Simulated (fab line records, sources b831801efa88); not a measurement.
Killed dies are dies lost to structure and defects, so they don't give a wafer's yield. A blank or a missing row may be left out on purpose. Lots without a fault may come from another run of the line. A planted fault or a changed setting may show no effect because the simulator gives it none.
Which tool did it? | flow gf180mcu | 15 lots, 45 wafers sampled, at 5 steps of a route of 602

WHAT THE GAUGES READ, wafer by wafer
GF_DNWELL_TW_MEAS_09. Usual: DNWELL_TW 1346, standard deviation 12.
lot  | measured    | on            | DNWELL_TW      | flag
L188 | day 3 00:34 | film_metro-01 | 1341 1330 1332 |
L189 | day 3 07:53 | film_metro-01 | 1348 1333 1338 |
L191 | day 3 16:22 | film_metro-02 | 1350 1352 1357 |
L193 | day 4 03:49 | film_metro-01 | 30 30 30       | OFF
L194 | day 4 08:50 | film_metro-01 | 30 30 30       | OFF
L195 | day 4 13:48 | film_metro-02 | 31 31 31       | OFF
L197 | day 4 23:54 | film_metro-04 | 1346 1346 1351 |
L203 | day 6 08:04 | film_metro-02 | 1368 1359 1367 |
L204 | day 6 13:23 | film_metro-02 | 1366 1363 1368 |
L205 | day 6 18:50 | film_metro-04 | 1347 1347 1352 |
L206 | day 6 23:55 | film_metro-04 | 1324 1320 1321 |
L207 | day 7 06:22 | film_metro-01 | 1342 1343 1341 |
L208 | day 7 09:46 | film_metro-01 | 1344 1339 1339 |
L209 | day 7 16:31 | film_metro-02 | 1365 1363 1363 |
L210 | day 7 20:13 | film_metro-02 | 1356 1356 1361 |

GF_SALICIDE_RS_MEAS_04: measures by four-point-probe. Usual: SALICIDE_TIN_RS 16.02 ohm/sq, standard deviation 0.29.
lot  | measured     | on            | SALICIDE_TIN_RS (ohm/sq) | flag
L188 | day 15 10:45 | film_metro-04 | 15.71 15.90 15.75        |
L189 | day 15 22:32 | film_metro-04 | 16.58 15.85 16.39        |
L191 | day 16 15:16 | film_metro-04 | 16.34 15.98 16.38        |
L193 | day 17 09:16 | film_metro-04 | 16.22 16.32 16.03        |
L194 | day 18 01:49 | film_metro-02 | 16.11 15.81 16.45        |
L195 | day 18 06:53 | film_metro-02 | 15.55 15.78 15.64        |
L197 | day 19 01:29 | film_metro-02 | 16.37 16.61 16.62        |
L203 | day 21 00:02 | film_metro-04 | 16.00 15.59 15.85        |
L204 | day 21 09:43 | film_metro-02 | 16.44 16.07 16.10        |
L205 | day 21 15:55 | film_metro-02 | 15.87 16.51 16.41        |
L206 | day 21 21:25 | film_metro-04 | 16.09 16.03 16.27        |
L207 | day 22 08:56 | film_metro-04 | 15.75 15.72 15.57        |
L208 | day 22 15:34 | film_metro-02 | 15.57 15.85 15.74        |
L209 | day 23 01:04 | film_metro-02 | 16.25 15.98 15.92        |
L210 | day 23 06:56 | film_metro-04 | 15.86 16.00 16.29        |

GF_CONTACT_THK_MEAS_01. Usual: CONTACT_CVD_00_THK 300 nm, standard deviation 3.4.
lot  | measured     | on            | CONTACT_CVD_00_THK (nm) | flag
L188 | day 15 11:17 | film_metro-01 | 300 303 304             |
L189 | day 15 23:02 | film_metro-02 | 302 301 310             |
L191 | day 16 15:46 | film_metro-03 | 295 297 299             |
L193 | day 17 09:47 | film_metro-02 | 304 304 304             |
L194 | day 18 02:35 | film_metro-03 | 299 295 298             |
L195 | day 18 07:25 | film_metro-03 | 298 301 299             |
L197 | day 19 02:00 | film_metro-02 | 297 304 305             |
L203 | day 21 00:44 | film_metro-03 | 297 296 299             |
L204 | day 21 10:13 | film_metro-03 | 301 299 297             |
L205 | day 21 16:31 | film_metro-02 | 303 301 301             |
L206 | day 21 21:55 | film_metro-02 | 297 300 297             |
L207 | day 22 09:27 | film_metro-02 | 297 299 296             |
L208 | day 22 16:05 | film_metro-02 | 304 304 300             |
L209 | day 23 01:35 | film_metro-02 | 303 303 303             |
L210 | day 23 07:28 | film_metro-02 | 300 302 303             |

WHICH TOOL RAN EACH LOT (tool, then ch and the chambers of the sampled wafers, then the start)
lot  | GF_DNWELL_EXPOSE_04                | GF_SAB_ETCH_11
L188 | iline_stepper-02 ch 0, day 2 17:39 | rie_diel-03 ch 0,1,3, day 15 10:22
L189 | iline_stepper-02 ch 0, day 3 01:22 | rie_diel-04 ch 1,2,3, day 15 22:07
L191 | iline_stepper-02 ch 0, day 3 10:07 | rie_diel-04 ch 1,2, day 16 14:48
L193 | iline_stepper-02, day 3 20:41      | rie_diel-04 ch 0,1,3, day 17 08:52
L194 | iline_stepper-01, day 4 02:09      | rie_diel-03 ch 0,3, day 18 01:24
L195 | iline_stepper-01, day 4 06:55      | rie_diel-03 ch 0,1, day 18 06:27
L197 | iline_stepper-01 ch 0, day 4 16:56 | rie_diel-03 ch 0,2, day 19 01:05
L203 | iline_stepper-01 ch 0, day 6 00:19 | rie_diel-03 ch 0,1,3, day 20 23:39
L204 | iline_stepper-02 ch 0, day 6 05:26 | rie_diel-01 ch 0,1,3, day 21 09:17
L205 | iline_stepper-02 ch 0, day 6 11:11 | rie_diel-01 ch 1,3, day 21 15:28
L206 | iline_stepper-02 ch 0, day 6 16:07 | rie_diel-03 ch 1,2,3, day 21 20:58
L207 | iline_stepper-02 ch 0, day 6 22:26 | rie_diel-04 ch 0,2,3, day 22 08:31
L208 | iline_stepper-01 ch 0, day 7 01:41 | rie_diel-04 ch 0,1,3, day 22 15:09
L209 | iline_stepper-01 ch 0, day 7 08:20 | rie_diel-04 ch 0,1,3, day 23 00:39
L210 | iline_stepper-02 ch 0, day 7 12:17 | rie_diel-04 ch 0,1,2, day 23 06:33
- GF_DNWELL_EXPOSE_04: exposes mask DNWELL, target cd 1700 nm.
- GF_SAB_ETCH_11: etches SiO2 in C4F8/O2/Ar, target depth 55 nm, time 8.5 s.

WHAT THE TOOLS THEMSELVES READ (means of the sampled wafers that have a number; where no wafer has one, the mark that the record gives instead)
GF_DNWELL_EXPOSE_04. Usual: exposure_dose_mJ_cm2 260.06, standard deviation 0.26; focus_offset_nm 0.1 nm, standard deviation 0.5.
lot  | tool             | exposure_dose_mJ_cm2 | focus_offset_nm (nm) | flag
L188 | iline_stepper-02 | 260.14               | -0.8                 |
L189 | iline_stepper-02 | 260.34               | 0.2                  |
L191 | iline_stepper-02 | 260.05               | 0.0                  |
L193 | iline_stepper-02 | -                    | -                    | OFF
L194 | iline_stepper-01 | -                    | -                    | OFF
L195 | iline_stepper-01 | -                    | -                    | OFF
L197 | iline_stepper-01 | 260.07               | 0.0                  |
L203 | iline_stepper-01 | 259.93               | 0.8                  |
L204 | iline_stepper-02 | 260.12               | 0.3                  |
L205 | iline_stepper-02 | 260.05               | -0.1                 |
L206 | iline_stepper-02 | 260.02               | 0.5                  |
L207 | iline_stepper-02 | 259.81               | -0.5                 |
L208 | iline_stepper-01 | 260.26               | -0.1                 |
L209 | iline_stepper-01 | 259.98               | 0.1                  |
L210 | iline_stepper-02 | 260.26               | 0.5                  |

GF_SAB_ETCH_11. Usual: oes_product_au 0.997 a.u., standard deviation 0.011.
lot  | tool        | oes_product_au (a.u.) | flag
L188 | rie_diel-03 | 0.992                 |
L189 | rie_diel-04 | 0.991                 |
L191 | rie_diel-04 | 0.989                 |
L193 | rie_diel-04 | 0.994                 |
L194 | rie_diel-03 | 0.988                 |
L195 | rie_diel-03 | 1.005                 |
L197 | rie_diel-03 | 0.995                 |
L203 | rie_diel-03 | 0.999                 |
L204 | rie_diel-01 | 1.009                 |
L205 | rie_diel-01 | 0.993                 |
L206 | rie_diel-03 | 0.998                 |
L207 | rie_diel-04 | 1.000                 |
L208 | rie_diel-04 | 1.004                 |
L209 | rie_diel-04 | 1.002                 |
L210 | rie_diel-04 | 0.982                 |

THE ANSWER, worked out from the rows above alone
Rule: a lot is off if the mean of its wafers that have a number lies more than 3 standard deviations from the usual mean. A lot without any number at a reading at which 4 lots or more have one is off too. The other lots that the step has rows for count as sound. The gauges are gone through in route order, then the tools' own readings, and for those a lot's mean is taken as printed above. The first step at which some lot is off is used, and at that step the reading that is off furthest; a lot without a number counts as furthest.
Off: L193, L194, L195, at GF_DNWELL_TW_MEAS_09 (DNWELL_TW).
A tool fits if, at a process step before that reading, it ran every lot that is off, and no sound lot after the first of them. The gauges at GF_DNWELL_TW_MEAS_09 aren't tried: what is off there is off at GF_DNWELL_EXPOSE_04 too, on other tools, and a gauge's error can't cause that. None of those tried fits.

WHAT THE SIMULATOR HAD PUT IN
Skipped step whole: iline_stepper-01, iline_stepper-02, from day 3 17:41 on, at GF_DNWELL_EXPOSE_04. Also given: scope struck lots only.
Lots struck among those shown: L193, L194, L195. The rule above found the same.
